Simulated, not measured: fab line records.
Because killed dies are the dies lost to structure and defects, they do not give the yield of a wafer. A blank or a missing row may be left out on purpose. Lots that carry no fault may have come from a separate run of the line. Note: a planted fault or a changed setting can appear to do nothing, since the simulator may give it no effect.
fab line records	flow sky130
record: lots: 6	wafers: 18	last_day: 49
route steps=708 shown LDD_N@245 LDD_P@255 PAD_OPEN@708
lots that met no fault: taken from a fault-free run of the same line
start_h: the number of hours between the record's first day and the start of the first shown wafer of the lot	wait_h: hours elapsed since this lot's preceding step	" as in the row above	L1.1+2: a row that stands for several wafers	- either no value or no given start	* or withheld: withheld	< > ~ a bound
route shown NAME@n: NAME is a module with steps in the file, n the number in the route of the first one	usual: mean and standard deviation over wafers with no fault	same: alike in all rows	chamber/n: place in a boat	sites: each site's reading	_std_site: how widely they spread, as a standard deviation	_edge_site: outer sites' mean less inner sites'	radius_mm: how far each site lies from the wafer's centre	mask NAME#n: copy n	behind: the tool/chamber that last shaped the wafer	hold: what put the lot on hold/how long, in hours/how the hold closed	device: which transistor (n, p or np) failed to switch	end of line: at the end of the route, the tests of the same wafers	step lacking rows: just its recipe	killed: not the wafer's yield, but the dies lost to structure and defects at the first sort	map: per-die view of a wafer (x killed, . not killed, _ where there is no die)
set.NAME: setting as actually run; set.NAME@STEP: the setting as run at that earlier step	model.NAME: the simulator's own value behind a step, which no gauge read
a table for each step, a row for each wafer; lots at some steps of the route
services: from which hour (start_h, from the record's first day; less than 0 if before it) a tool's chamber was out of use, for how many hours, and why
== steps ==
step: SKY_LDD_N_IMPLANT_08
recipe: species: As	energy_kev: 20	dose_cm2: 7.5e+13	tilt_deg: withheld	rotation_deg: 23
step: SKY_LDD_N_IMPLANT_09
recipe: species: As	energy_kev: 20	dose_cm2: 7.5e+13	tilt_deg: withheld	rotation_deg: 113
step: SKY_LDD_N_IMPLANT_10
recipe: species: As	energy_kev: 20	dose_cm2: 7.5e+13	tilt_deg: withheld	rotation_deg: 203
step: SKY_LDD_N_IMPLANT_11
recipe: species: As	energy_kev: 20	dose_cm2: 7.5e+13	tilt_deg: withheld	rotation_deg: 293
step: SKY_LDD_N_IMPLANT_12
recipe: species: BF2	energy_kev: 50	dose_cm2: 5e+12	tilt_deg: 30	rotation_deg: 0
step: SKY_LDD_N_IMPLANT_13
recipe: species: BF2	energy_kev: 50	dose_cm2: 5e+12	tilt_deg: 30	rotation_deg: 90
step: SKY_LDD_N_IMPLANT_14
recipe: species: BF2	energy_kev: 50	dose_cm2: 5e+12	tilt_deg: 30	rotation_deg: 180
step: SKY_LDD_N_IMPLANT_15
recipe: species: BF2	energy_kev: 50	dose_cm2: 5e+12	tilt_deg: 30	rotation_deg: 270
step: SKY_LDD_N_STRIP_16
recipe: chemistry: O2/N2	power_w: 1400	pressure_mtorr: 1500	platen_temp_c: withheld	o2_flow_sccm: 3000	n2_flow_sccm: 300	overash_fraction: 0.5
usual: chamber_pressure_mTorr: 1499.9/1.2	drypump_motor_current_A: 5.7/0.5	oes_product_au: 0.406/0.0046	strip_time_to_endpoint_s: 4.317/0.014
lot.wafer	tool	chamber	start_h	wait_h	chamber_pressure_mTorr	drypump_motor_current_A	oes_product_au	rf_hours_counter_h	strip_time_to_endpoint_s
L717.1	plasma_asher-01	1	405.15	0.1	1500.1	4.9	0.397	28	4.310
L717.4	"	1	"	"	1500.8	4.9	0.405	-	4.322
L717.5	"	1	"	"	1499.0	4.9	0.416	-	4.333
L721.2	plasma_asher-02	1	441.49	0.1	1500.9	5.1	0.408	1	4.304
L721.3	"	0	"	"	1500.2	5.8	0.412	-	4.310
L721.4	"	1	"	"	1500.4	5.1	0.412	-	4.310
L723.4	plasma_asher-02	0	462.18	0.1	1500.3	5.8	0.404	-	4.342
L723.5	"	0	"	"	1499.9	5.9	0.408	-	4.349
L723.6	"	1	"	"	1499.4	5.1	0.415	-	4.347
L724.2	plasma_asher-02	0	470.90	0.1	1501.6	5.9	0.406	5	4.319
L724.3	"	0	"	"	1500.2	5.8	0.406	-	4.320
L724.5	"	0	"	"	1498.9	5.8	0.406	-	4.325
L733.3	plasma_asher-01	0	550.03	0.1	1499.8	5.8	0.409	-	4.312
L733.4	"	1	"	"	1499.1	4.9	0.407	-	4.311
L733.6	"	1	"	"	1499.7	4.9	0.400	-	4.324
L736.3	plasma_asher-01	0	579.53	0.1	1500.2	5.8	0.405	-	4.313
L736.5	"	0	"	"	1500.8	5.8	0.411	-	4.325
L736.6	"	1	"	"	1499.4	4.9	0.414	-	4.304
step: SKY_LDD_N_TW_MEAS_17
usual: LDD_N_TW: 2593/11
lot.wafer	tool	chamber	start_h	wait_h	LDD_N_TW
L717.1	film_metro-01	-	405.25	0.1	2593
L717.4	"	-	"	"	2579
L717.5	"	-	"	"	2577
L721.2	film_metro-03	-	441.60	0.1	2566
L721.3	"	-	"	"	2588
L721.4	"	-	"	"	2585
L723.4	film_metro-01	-	462.28	0.1	2593
L723.5	"	-	"	"	2585
L723.6	"	-	"	"	2592
L724.2	film_metro-03	-	471.01	0.1	2591
L724.3	"	-	"	"	2590
L724.5	"	-	"	"	2608
L733.3	film_metro-02	-	550.11	0.1	2620
L733.4	"	-	"	"	2610
L733.6	"	-	"	"	2595
L736.3	film_metro-01	-	579.61	0.1	2584
L736.5	"	-	"	"	2591
L736.6	"	-	"	"	2597
step: SKY_LDD_P_DEHYDRATE_00
recipe: temp_c: 200	time_s: 60
step: SKY_LDD_P_HMDS_01
recipe: prime_time_s: 60	prime_temp_c: 120
step: SKY_LDD_P_COAT_02
recipe: resist: NOVOLAK	spin_rpm: 3000	resist_thk_nm: 1140
usual: spin_speed_rpm: 3000.0/1.8
lot.wafer	tool	chamber	start_h	wait_h	spin_speed_rpm	model.NOVOLAK_of_LDD_P_COAT_02.thk_nm
L717.1	litho_track-01	0	419.91	0.1	3002.4	1141
L717.4	"	0	"	"	3000.7	1141
L717.5	"	0	"	"	3003.3	1141
L721.2	litho_track-04	0	456.50	0.1	2999.3	1134
L721.3	"	0	"	"	3003.0	1136
L721.4	"	0	"	"	2998.0	1135
L723.4	litho_track-04	0	476.95	0.1	3040.3	1128
L723.5	"	0	"	"	3038.5	1130
L723.6	"	0	"	"	3044.6	1128
L724.2	litho_track-04	0	485.95	0.1	3041.2	1129
L724.3	"	0	"	"	3043.4	1128
L724.5	"	0	"	"	3040.6	1130
L733.3	litho_track-02	0	564.66	0.1	2998.6	1139
L733.4	"	0	"	"	2999.9	1139
L733.6	"	0	"	"	2999.5	1137
L736.3	litho_track-01	0	593.61	0.1	3002.7	1140
L736.5	"	0	"	"	3004.4	1138
L736.6	"	0	"	"	3002.5	1141
step: SKY_LDD_P_SOFTBAKE_03
recipe: temp_c: 90	time_s: 60	resist: NOVOLAK
step: SKY_LDD_P_EXPOSE_04
recipe: mask_id: PSDM	na: 0.6	source_shape: conventional	sigma_outer: 0.6	polarization: unpolarized	target_cd_nm: 380	dose_mj: 138
step: SKY_LDD_P_PEB_05
recipe: temp_c: withheld	time_s: *	resist: NOVOLAK
step: SKY_LDD_P_DEVELOP_06
recipe: resist: NOVOLAK	developer: TMAH	develop_time_s: 60	dev_temp_c: 23
usual: developer_temp_C: 22.98/0.1
lot.wafer	tool	chamber	start_h	wait_h	developer_temp_C	model.NOVOLAK_of_LDD_P_COAT_02.thk_nm
L717.1	litho_track-01	0	434.96	0.1	22.92	1140
L717.4	"	0	"	"	22.97	1140
L717.5	"	0	"	"	23.13	1141
L721.2	litho_track-02	0	471.33	0.1	22.89	1134
L721.3	"	0	"	"	22.99	1136
L721.4	"	0	"	"	23.18	1135
L723.4	litho_track-02	0	492.43	0.1	23.16	1127
L723.5	"	0	"	"	23.03	1130
L723.6	"	0	"	"	23.00	1128
L724.2	litho_track-04	0	501.85	0.1	22.96	1128
L724.3	"	0	"	"	22.89	1128
L724.5	"	0	"	"	23.07	1130
L733.3	litho_track-01	0	579.66	0.1	23.18	1139
L733.4	"	0	"	"	23.19	1139
L733.6	"	0	"	"	22.92	1137
L736.3	litho_track-04	0	608.02	0.1	23.07	1140
L736.5	"	0	"	"	22.99	1138
L736.6	"	0	"	"	22.83	1141
step: SKY_LDD_P_CD_MEAS_07
recipe: target_cd_nm: 380
usual: cd_nm: 380.4/2.3
lot.wafer	tool	chamber	start_h	wait_h	cd_nm
L717.1	cd_sem-01	-	435.11	0.1	383.0
L717.4	"	-	"	"	382.0
L717.5	"	-	"	"	382.6
L721.2	cd_sem-02	-	471.48	0.1	379.4
L721.3	"	-	"	"	378.3
L721.4	"	-	"	"	380.0
L723.4	cd_sem-01	-	492.57	0.1	382.2
L723.5	"	-	"	"	379.6
L723.6	"	-	"	"	383.3
L724.2	cd_sem-02	-	501.99	0.1	380.9
L724.3	"	-	"	"	381.5
L724.5	"	-	"	"	383.1
L733.3	cd_sem-01	-	579.80	0.1	378.5
L733.4	"	-	"	"	381.6
L733.6	"	-	"	"	379.2
L736.3	cd_sem-02	-	608.16	0.1	378.3
L736.5	"	-	"	"	378.2
L736.6	"	-	"	"	376.1
step: SKY_LDD_P_OVL_MEAS_08
usual: LDD_P_OVL: 0.1/1.8
lot.wafer	tool	chamber	start_h	wait_h	LDD_P_OVL[nm]
L717.1	overlay-02	-	435.23	0.1	0.5
L717.4	"	-	"	"	-2.1
L717.5	"	-	"	"	-2.0
L721.2	overlay-01	-	471.58	0.1	2.5
L721.3	"	-	"	"	3.5
L721.4	"	-	"	"	3.0
L723.4	overlay-01	-	492.65	0.1	1.9
L723.5	"	-	"	"	1.3
L723.6	"	-	"	"	1.2
L724.2	overlay-02	-	502.10	0.1	-0.9
L724.3	"	-	"	"	2.1
L724.5	"	-	"	"	1.4
L733.3	overlay-01	-	579.90	0.1	0.2
L733.4	"	-	"	"	3.5
L733.6	"	-	"	"	1.6
L736.3	overlay-02	-	608.25	0.1	0.5
L736.5	"	-	"	"	0.3
L736.6	"	-	"	"	-1.6
step: SKY_LDD_P_IMPLANT_09
recipe: species: BF2	energy_kev: 25	dose_cm2: 1e+13	tilt_deg: withheld
step: SKY_LDD_P_STRIP_10
recipe: chemistry: O2/N2	power_w: 1400	pressure_mtorr: 1500	platen_temp_c: withheld	o2_flow_sccm: 3000	n2_flow_sccm: 300	overash_fraction: 0.5
usual: chamber_pressure_mTorr: 1499.9/1.1	drypump_motor_current_A: 5.6/0.49	oes_product_au: 0.716/0.0045	strip_time_to_endpoint_s: 14.17/0.042
lot.wafer	tool	chamber	start_h	wait_h	chamber_pressure_mTorr	drypump_motor_current_A	oes_product_au	rf_hours_counter_h	strip_time_to_endpoint_s
L717.1	plasma_asher-02	1	435.42	0.1	1498.3	5.1	0.709	1	14.19
L717.4	"	0	"	"	1501.5	5.9	0.708	-	14.18
L717.5	"	1	"	"	1500.5	5.1	0.710	-	14.20
L721.2	plasma_asher-01	1	471.76	0.1	1500.7	4.9	0.720	38	14.11
L721.3	"	1	"	"	1499.4	4.9	0.716	-	14.12
L721.4	"	0	"	"	1500.9	5.8	0.710	-	14.13
L723.4	plasma_asher-02	1	492.85	0.1	1501.1	5.1	0.723	-	14.03
L723.5	"	0	"	"	1500.4	5.9	0.716	-	14.07
L723.6	"	1	"	"	1501.1	5.1	0.714	-	14.06
L724.2	plasma_asher-04	1	502.28	0.1	1500.4	6.4	0.715	64	14.04
L724.3	"	1	"	"	1498.7	6.4	0.720	-	14.03
L724.5	"	1	"	"	1498.7	6.4	0.717	-	14.06
L733.3	plasma_asher-04	0	580.10	0.1	1498.6	5.7	0.712	-	14.17
L733.4	"	1	"	"	1497.7	6.4	0.720	-	14.16
L733.6	"	1	"	"	1500.9	6.4	0.707	-	14.13
L736.3	plasma_asher-01	1	608.46	0.1	1501.0	4.9	0.713	-	14.17
L736.5	"	0	"	"	1499.7	5.8	0.714	-	14.17
L736.6	"	1	"	"	1500.7	4.9	0.712	-	14.18
step: SKY_LDD_P_TW_MEAS_11
usual: LDD_P_TW: 637.6/2.8
lot.wafer	tool	chamber	start_h	wait_h	LDD_P_TW
L717.1	film_metro-03	-	435.52	0.1	634.6
L717.4	"	-	"	"	635.8
L717.5	"	-	"	"	633.0
L721.2	film_metro-04	-	471.87	0.1	635.4
L721.3	"	-	"	"	632.9
L721.4	"	-	"	"	636.0
L723.4	film_metro-01	-	492.94	0.1	636.8
L723.5	"	-	"	"	637.2
L723.6	"	-	"	"	634.7
L724.2	film_metro-04	-	502.39	0.1	643.9
L724.3	"	-	"	"	643.0
L724.5	"	-	"	"	644.3
L733.3	film_metro-04	-	580.19	0.1	639.2
L733.4	"	-	"	"	638.3
L733.6	"	-	"	"	642.3
L736.3	film_metro-04	-	608.55	0.1	641.5
L736.5	"	-	"	"	637.2
L736.6	"	-	"	"	638.3
step: SKY_PAD_OPEN_PROBE_99
usual: killed_at_M0_to_M3: 43/7	killed_at_M4_up: 3.0/1.9	killed_at_contacts: 24/4.6	killed_at_front_end: 15/4.1	killed_at_other: 0.3/0.52	killed_dies: 84/9.7	killed_open: 46/6.9	killed_short: 38/6.8
same: gross_dies: 492	killed_at_back_side: 0
lot.wafer	tool	chamber	start_h	wait_h	killed_at_M0_to_M3	killed_at_M4_up	killed_at_contacts	killed_at_front_end	killed_at_other	killed_dies	killed_open	killed_short
L721.2	prober-02	-	1102.41	0.1	46	3	30	12	0	91	50	41
L721.3	prober-02	-	1102.46	0.2	44	2	23	13	0	82	50	32
L723.4	prober-02	-	1116.35	0.2	41	0	27	20	0	88	44	43
L723.5	prober-02	-	1116.40	0.2	41	3	28	22	0	94	46	47
L723.6	prober-02	-	1116.45	0.2	56	3	23	14	0	96	51	45
L724.2	prober-01	-	1120.20	0.1	59	0	22	13	0	94	56	38
L724.3	prober-01	-	1120.25	0.2	53	2	18	17	0	90	55	35
L724.5	prober-01	-	1120.35	0.2	33	3	24	21	0	81	43	38
L736.3	prober-02	-	1185.27	0.2	31	3	20	14	0	68	37	29
L736.5	prober-02	-	1185.37	0.2	50	2	20	8	0	80	55	25
L736.6	prober-02	-	1185.42	0.2	48	2	14	17	0	81	35	43
killed by level:class
L721.2 CONTACT:geometric_particle:open=11 VIA1:geometric_particle:open=10 LI_CONTACT:geometric_particle:open=9 VIA1:geometric_particle:short=7 LOCAL_INTERCONNECT:geometric_particle:short=6 POLY_GATE:geometric_particle:short=5 METAL1:geometric_particle:short=5 POLY_GATE:geometric_particle:open=4
L721.3 VIA1:geometric_particle:open=15 CONTACT:geometric_particle:open=11 VIA2:geometric_particle:open=8 VIA3:geometric_particle:open=6 VIA1:geometric_particle:short=5 POLY_GATE:geometric_particle:short=5 LOCAL_INTERCONNECT:geometric_particle:short=5 LI_CONTACT:geometric_particle:open=5
L723.4 LOCAL_INTERCONNECT:geometric_particle:short=9 VIA1:geometric_particle:open=8 POLY_GATE:geometric_particle:open=6 CONTACT:geometric_particle:open=6 METAL1:geometric_particle:short=5 VIA1:geometric_particle:short=5 METAL2:geometric_particle:short=5 VIA3:geometric_particle:open=5
L723.5 CONTACT:geometric_particle:open=12 METAL1:geometric_particle:short=8 METAL2:geometric_particle:short=7 VIA3:geometric_particle:open=7 VIA1:geometric_particle:open=6 FIELD_ISO:geometric_particle:open=5 LOCAL_INTERCONNECT:geometric_particle:short=5 FIELD_ISO:geometric_particle:short=4
L723.6 VIA1:geometric_particle:open=13 LI_CONTACT:geometric_particle:open=8 METAL1:geometric_particle:short=6 VIA1:geometric_particle:short=6 METAL2:geometric_particle:short=6 VIA3:geometric_particle:open=6 POLY_GATE:geometric_particle:short=5 METAL3:geometric_particle:short=5
L724.2 VIA1:geometric_particle:open=15 VIA3:geometric_particle:open=12 CONTACT:geometric_particle:open=10 VIA2:geometric_particle:open=7 METAL1:geometric_particle:short=6 VIA3:geometric_particle:short=5 METAL2:geometric_particle:short=5 FIELD_ISO:geometric_particle:short=4
L724.3 VIA1:geometric_particle:open=19 VIA2:geometric_particle:open=11 FIELD_ISO:geometric_particle:short=6 VIA3:geometric_particle:open=5 LI_CONTACT:geometric_particle:open=5 CONTACT:geometric_particle:open=5 METAL2:geometric_particle:short=5 VIA3:geometric_particle:short=5
L724.5 CONTACT:geometric_particle:open=10 METAL2:geometric_particle:short=7 VIA1:geometric_particle:open=7 CONTACT:geometric_particle:short=7 FIELD_ISO:geometric_particle:open=5 FIELD_ISO:geometric_particle:short=5 VIA2:geometric_particle:open=4 SPACER:geometric_particle:open=4
L736.3 LI_CONTACT:geometric_particle:open=6 VIA1:geometric_particle:open=6 LI_CONTACT:geometric_particle:short=5 CONTACT:geometric_particle:open=5 METAL1:geometric_particle:short=5 VIA2:geometric_particle:short=5 FIELD_ISO:geometric_particle:open=4 POLY_GATE:geometric_particle:short=4
L736.5 VIA1:geometric_particle:open=14 VIA2:geometric_particle:open=12 LI_CONTACT:geometric_particle:open=7 METAL2:geometric_particle:short=6 CONTACT:geometric_particle:open=5 METAL2:geometric_particle:open=4 CONTACT:geometric_particle:short=4 VIA2:geometric_particle:short=3
L736.6 VIA1:geometric_particle:open=10 METAL1:geometric_particle:short=7 METAL2:geometric_particle:short=6 CONTACT:geometric_particle:open=5 CONTACT:geometric_particle:short=5 VIA1:geometric_particle:short=5 VIA2:geometric_particle:short=4 VIA3:geometric_particle:short=4
== services ==
tool	chamber	start_h	hours	kind
plasma_asher-04	-	405.11	67.0	repair
plasma_asher-02	-	421.25	9.0	pm
plasma_asher-02	0	421.25	9.0	vent_cycle
plasma_asher-02	1	421.25	9.0	vent_cycle
plasma_asher-02	0	430.25	-	clean
plasma_asher-02	1	430.25	-	clean
litho_track-02	-	456.15	-	consumable_replace:filter
plasma_asher-04	-	461.91	2.1	repair
plasma_asher-02	-	496.16	26.5	repair
plasma_asher-02	-	539.48	14.2	repair
litho_track-04	-	571.67	-	consumable_replace:filter
== key ==
first_sign: step: SKY_LDD_P_COAT_02	reading: spin_speed_rpm	direction: up	sigmas: 23	usual: 3000.0	struck: 3041.4
effect: step: SKY_LDD_P_STRIP_10	reading: strip_time_to_endpoint_s	direction: down	sigmas: 2.9	usual: *	struck: *
model_effect: step: SKY_LDD_P_COAT_02	value: NOVOLAK_of_LDD_P_COAT_02.thk_nm	without: 1137	struck: 1129
model_effect: step: SKY_LDD_P_DEVELOP_06	value: NOVOLAK_of_LDD_P_COAT_02.thk_nm	without: 1136	struck: 1129
met_at SKY_LDD_P_COAT_02
struck_wafers L723.4,L723.5,L723.6,L724.2,L724.3,L724.5
tester_left_out L723,L724
onset_between 456.50 476.95
fault: kind: process_parameter_drift	tool: litho_track-04	chamber: -	onset_h: 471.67	steps: SKY_LDD_P_COAT_02	channel: spin_rpm	offset: 42.25	shape: step	end_h: 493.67	acts_in: these_recipes_only	stated: 3000
tester_left_out: of these lots the tester's yield and bins aren't shown, on N5 and GAA mostly nor the transistor test; their killed dies are dies lost to structure and defects alone, not to doping, threshold or leakage, so they don't give the yield
